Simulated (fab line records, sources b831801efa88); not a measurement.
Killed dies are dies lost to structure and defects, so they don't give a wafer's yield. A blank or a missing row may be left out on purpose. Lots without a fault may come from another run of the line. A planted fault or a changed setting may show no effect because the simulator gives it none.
Tool commonality check | flow gf180mcu | 13 lots, 39 wafers sampled

WHY IT WAS OPENED
At GF_HV_LDD_TW_MEAS_23 the reading HV_LDD_2_TW is flagged on 2 of 13 lots. Wafers without a fault read 1063, standard deviation 4.3.
Rule: a lot is flagged when every wafer of it that has a number lies more than 4 standard deviations from that mean, or none has a number. The other lots count as sound.

lot  | measured     | on            | HV_LDD_2_TW, wafer by wafer | flag
L465 | day 11 01:43 | film_metro-03 | 1058 1063 1062              |
L466 | day 11 12:24 | film_metro-03 | 1064 1055 1059              |
L468 | day 12 01:08 | film_metro-03 | 1064 1065 1066              |
L469 | day 12 09:12 | film_metro-03 | 1064 1064 1068              |
L473 | day 13 22:35 | film_metro-04 | 1066 1063 1069              |
L475 | day 13 22:39 | film_metro-04 | 1062 1065 1058              |
L476 | day 14 11:51 | film_metro-01 | 1063 1051 1059              |
L479 | day 15 08:30 | film_metro-01 | 1060 1057 1059              |
L481 | day 15 21:29 | film_metro-04 | 1067 1071 1072              |
L482 | day 16 02:40 | film_metro-03 | 1122 1126 1125              | FLAGGED
L483 | day 16 10:58 | film_metro-01 | 1053 1059 1050              |
L484 | day 16 19:32 | film_metro-03 | 1120 1120 1123              | FLAGGED
L487 | day 17 15:12 | film_metro-01 | 1067 1061 1064              |
The numbers of the flagged lots are 1123 on average: +60 against the usual, or +14 standard deviations.

WHICH TOOL RAN EACH LOT
The record holds 1 process step before the reading, out of a route of 602 steps. In each cell: the tool, then ch and the chambers that the sampled wafers went through, then the start.
lot  | flag    | GF_HV_LDD_IMPLANT_21
L465 |         | implanter-01 ch 0, day 11 01:29
L466 |         | implanter-02 ch 0, day 11 12:10
L468 |         | implanter-03 ch 0, day 12 00:53
L469 |         | implanter-01 ch 0, day 12 08:58
L473 |         | implanter-01 ch 0, day 13 22:20
L475 |         | implanter-02 ch 0, day 13 22:24
L476 |         | implanter-01 ch 0, day 14 11:36
L479 |         | implanter-03 ch 0, day 15 08:15
L481 |         | implanter-03 ch 0, day 15 21:16
L482 | FLAGGED | implanter-01 ch 0, day 16 02:25
L483 |         | implanter-03 ch 0, day 16 10:45
L484 | FLAGGED | implanter-01 ch 0, day 16 19:19
L487 |         | implanter-02 ch 0, day 17 14:58
What these steps do:
- GF_HV_LDD_IMPLANT_21
- GF_HV_LDD_TW_MEAS_23

FLAGGED OVER TOTAL, TOOL BY TOOL (the gauges that took the reading come last)
step                 | tool          | lots run | flagged | share of the flagged lots | sound lots run after its first flagged lot
GF_HV_LDD_IMPLANT_21 | implanter-01  | 6        | 2       | all                       | 0
GF_HV_LDD_IMPLANT_21 | implanter-02  | 3        | 0       | none                      | -
GF_HV_LDD_IMPLANT_21 | implanter-03  | 4        | 0       | none                      | -
GF_HV_LDD_TW_MEAS_23 | film_metro-01 | 4        | 0       | none                      | -
GF_HV_LDD_TW_MEAS_23 | film_metro-03 | 6        | 2       | all                       | 0
GF_HV_LDD_TW_MEAS_23 | film_metro-04 | 3        | 0       | none                      | -

WHAT THE TABLE ALLOWS
2 rows of the table ran every flagged lot: implanter-01 at GF_HV_LDD_IMPLANT_21, film_metro-03 at GF_HV_LDD_TW_MEAS_23.
- implanter-01 at GF_HV_LDD_IMPLANT_21: 2 of its 6 lots flagged. Its last sound lot is L476 (day 14 11:36), its first flagged lot L482 (day 16 02:25): a fault that began between those two fits. Its own readings lie more than 4 standard deviations out on every wafer of the flagged lots: dose_ions_cm2, faraday_current_uA.
- film_metro-03 at GF_HV_LDD_TW_MEAS_23: 2 of its 6 lots flagged. Its last sound lot is L469 (day 12 09:12), its first flagged lot L482 (day 16 02:40): a fault that began between those two fits.
Counting lots can't tell these 2 tools apart, because each fits a fault that began at some hour. More lots, or a look at what each step does to the wafer, might.

WHAT THE SIMULATOR HAD PUT IN
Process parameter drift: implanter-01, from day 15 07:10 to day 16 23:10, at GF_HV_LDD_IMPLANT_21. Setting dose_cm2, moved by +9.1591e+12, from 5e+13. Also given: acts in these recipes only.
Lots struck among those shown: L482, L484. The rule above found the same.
